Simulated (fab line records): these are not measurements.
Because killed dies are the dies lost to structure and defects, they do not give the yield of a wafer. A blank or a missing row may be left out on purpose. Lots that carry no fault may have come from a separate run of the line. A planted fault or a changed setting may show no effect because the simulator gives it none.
Comparing a struck lot with a sound one + flow gf180mcu + 48 out of 602 route steps
Sound: these wafers, L623.3, L623.5, L623.6. Struck: wafers L618.1, L618.2, L618.5. Last of all comes the cause.
Per side, at each step with rows, come the tool, then ch with its chambers, and then its first start. Under that, the readings that differ: sound wafers + struck wafers + difference of the means + sigmas: that difference in standard deviations of wafers without a fault.
alike: a reading whose means differ by less than 2 such deviations, as well as words and numbers matching on both sides. not compared: withheld readings; readings where some wafer has no value; bounds like >300 that might hide an equal value; numbers whose values overlap and for which the record gives no deviation.
Wherever a step has rows on one side only, a row that says differs or no value, or a row with sigmas, the two part there. Numbers that don't overlap but have no deviation are shown without sigmas and don't part them. A reading missing from all wafers of one side parts the sides only when that side holds two or more wafers.

first, 1 step without rows for these wafers: GF_STI_OXIDATION_21 (stabilise 600 s, purge 300 s, target thk 15 nm).
GF_STI_THK_MEAS_22:
  sound on film metro-01, day 5 05:08; struck on film metro-01, day 4 02:44
  alike: STI_OXIDATION_01_THK
then, 1 step without rows for these wafers: GF_STI_CVD_23 (deposits SiO2, target thk 650 nm, time 108.3 s).
GF_STI_THK_MEAS_24:
  sound on film metro-04, day 5 05:17; struck on film metro-02, day 4 02:52
  alike: STI_CVD_23_THK
GF_STI_CMP_25: polishes, stops on Si3N4, t overpolish 33 s, target thk 524.6 nm.
  sound on cmp-02 ch 0,2,3, day 5 05:28; struck on cmp-02 ch 1,2,3, day 4 03:01
  alike: motor current A, overpolish run s, time to endpoint s
then, 4 steps without rows for these wafers: GF_STI_WET_ETCH_26 (etches SiO2 in dHF, target depth 94 nm, time 188 s); GF_STI_WET_ETCH_27 (etches Si3N4 in H3PO4, target depth 160 nm, time 1825 s); GF_STI_WET_ETCH_28 (etches SiO2 in dHF, target depth 20 nm, time 40 s); GF_STI_OXIDATION_29 (stabilise 600 s, purge 300 s, target thk 10 nm).
GF_STI_THK_MEAS_30:
  sound on film metro-01, day 5 07:47; struck on film metro-02, day 4 05:16
  alike: STI_OXIDATION_02_THK
then, 2 steps without rows for these wafers: GF_DNWELL_DEHYDRATE_00 (time 60 s); GF_DNWELL_HMDS_01 (prime time 60 s).
GF_DNWELL_COAT_02: resist thk 3000 nm.
  struck on litho track-02, day 4 11:46; sound on litho track-03 ch 0, day 5 14:56
  no value came back on the struck wafers for chill plate temp C (C), dispense pressure kPa (kPa), exhaust pa (Pa); on the sound wafers chill plate temp C (C) reads 23.09 23.10 22.92
then, 5 steps without rows for these wafers: GF_DNWELL_SOFTBAKE_03; GF_DNWELL_EXPOSE_04 (exposes mask DNWELL, target cd 1700 nm); GF_DNWELL_PEB_05; GF_DNWELL_DEVELOP_06 (develop time 60 s); GF_DNWELL_IMPLANT_07.
GF_DNWELL_STRIP_08: strips in O2/N2.
  sound on plasma asher-03 ch 0,1, day 5 22:34; struck on plasma asher-04 ch 0,1, day 4 18:59
  no value came back on the struck wafers for oes product au (a.u.), strip time to endpoint s (s); on the sound wafers oes product au (a.u.) reads 0.720 0.722 0.719
| reading            | sound       | struck      | difference | sigmas |
|--------------------|-------------|-------------|------------|--------|
| heater power w (W) | 283 320 299 | 400 397 403 | +99        | +2     |
  alike: drypump motor current A
  not compared: rf hours counter h
GF_DNWELL_TW_MEAS_09:
  sound on film metro-01, day 5 22:39; struck on film metro-04, day 4 19:05
  alike: DNWELL_TW
then, 7 steps without rows for these wafers: GF_NWELL_DEHYDRATE_00 (time 60 s); GF_NWELL_HMDS_01 (prime time 60 s); GF_NWELL_COAT_02 (resist thk 3000 nm); GF_NWELL_SOFTBAKE_03; GF_NWELL_EXPOSE_04 (exposes mask Nwell, target cd 860 nm); GF_NWELL_PEB_05; GF_NWELL_DEVELOP_06 (develop time 60 s).
GF_NWELL_OVL_MEAS_07:
  sound on overlay-02, day 6 13:10; struck on overlay-02, day 5 08:43
  alike: NWELL_OVL
then, 2 steps without rows for these wafers: GF_NWELL_IMPLANT_08; GF_NWELL_IMPLANT_09.
GF_NWELL_STRIP_10: strips in O2/N2.
  sound on plasma asher-01 ch 0,1, day 6 13:31; struck on plasma asher-03 ch 0,1, day 5 09:02
  alike: drypump motor current A, heater power w, oes product au, strip time to endpoint s
  not compared: rf hours counter h
GF_NWELL_TW_MEAS_11:
  sound on film metro-04, day 6 13:37; struck on film metro-03, day 5 09:08
| reading  | sound          | struck         | difference | sigmas |
|----------|----------------|----------------|------------|--------|
| NWELL_TW | 1576 1570 1578 | 1824 1836 1838 | +258       | +15    |
then, 7 steps without rows for these wafers: GF_LVPWELL_DEHYDRATE_00 (time 60 s); GF_LVPWELL_HMDS_01 (prime time 60 s); GF_LVPWELL_COAT_02 (resist thk 3000 nm); GF_LVPWELL_SOFTBAKE_03; GF_LVPWELL_EXPOSE_04 (exposes mask LVPWELL, target cd 600 nm); GF_LVPWELL_PEB_05; GF_LVPWELL_DEVELOP_06 (develop time 60 s).
GF_LVPWELL_OVL_MEAS_07:
  sound on overlay-01, day 7 05:11; struck on overlay-02, day 5 23:22
| reading          | sound          | struck       | difference | sigmas |
|------------------|----------------|--------------|------------|--------|
| LVPWELL_OVL (nm) | -4.1 -2.0 -3.3 | 0.1 -0.3 1.7 | +3.6       | +2     |
then, 2 steps without rows for these wafers: GF_LVPWELL_IMPLANT_08; GF_LVPWELL_IMPLANT_09.
GF_LVPWELL_TW_MEAS_11:
  sound on film metro-02, day 7 05:40; struck on film metro-03, day 5 23:47
| reading    | sound       | struck         | difference | sigmas      |
|------------|-------------|----------------|------------|-------------|
| LVPWELL_TW | 569 572 569 | 1369 1374 1375 | +803       | +99 or more |
GF_MVSD_TW_MEAS_11:
  sound on film metro-04, day 7 22:08; struck on film metro-04, day 6 15:01
| reading | sound          | struck         | difference | sigmas |
|---------|----------------|----------------|------------|--------|
| MVSD_TW | 1590 1590 1595 | 1851 1851 1839 | +255       | +14    |
GF_MVPSD_TW_MEAS_11:
  sound on film metro-03, day 8 14:38; struck on film metro-04, day 7 06:46
| reading  | sound       | struck         | difference | sigmas      |
|----------|-------------|----------------|------------|-------------|
| MVPSD_TW | 550 551 551 | 1383 1385 1388 | +835       | +99 or more |
GF_VT_IMPLANT_TW_MEAS_10:
  sound on film metro-02, day 9 07:52; struck on film metro-02, day 7 23:00
| reading       | sound       | struck         | difference | sigmas      |
|---------------|-------------|----------------|------------|-------------|
| VT_IMPLANT_TW | 576 573 576 | 1405 1402 1400 | +827       | +99 or more |
GF_VT_IMPLANT_TW_MEAS_21:
  sound on film metro-03, day 10 01:35; struck on film metro-01, day 8 16:01
| reading         | sound          | struck         | difference | sigmas |
|-----------------|----------------|----------------|------------|--------|
| VT_IMPLANT_2_TW | 1210 1210 1212 | 1597 1597 1594 | +385       | +28    |
GF_VT_IMPLANT_TW_MEAS_32:
  sound on film metro-03, day 10 19:10; struck on film metro-01, day 9 08:31
| reading         | sound       | struck         | difference | sigmas      |
|-----------------|-------------|----------------|------------|-------------|
| VT_IMPLANT_3_TW | 270 271 272 | 1350 1349 1348 | +1078      | +99 or more |

== WHERE THEY PART ==
First at GF_DNWELL_COAT_02; last, within this record, at GF_VT_IMPLANT_TW_MEAS_32.

WHY: the cause the simulator had injected
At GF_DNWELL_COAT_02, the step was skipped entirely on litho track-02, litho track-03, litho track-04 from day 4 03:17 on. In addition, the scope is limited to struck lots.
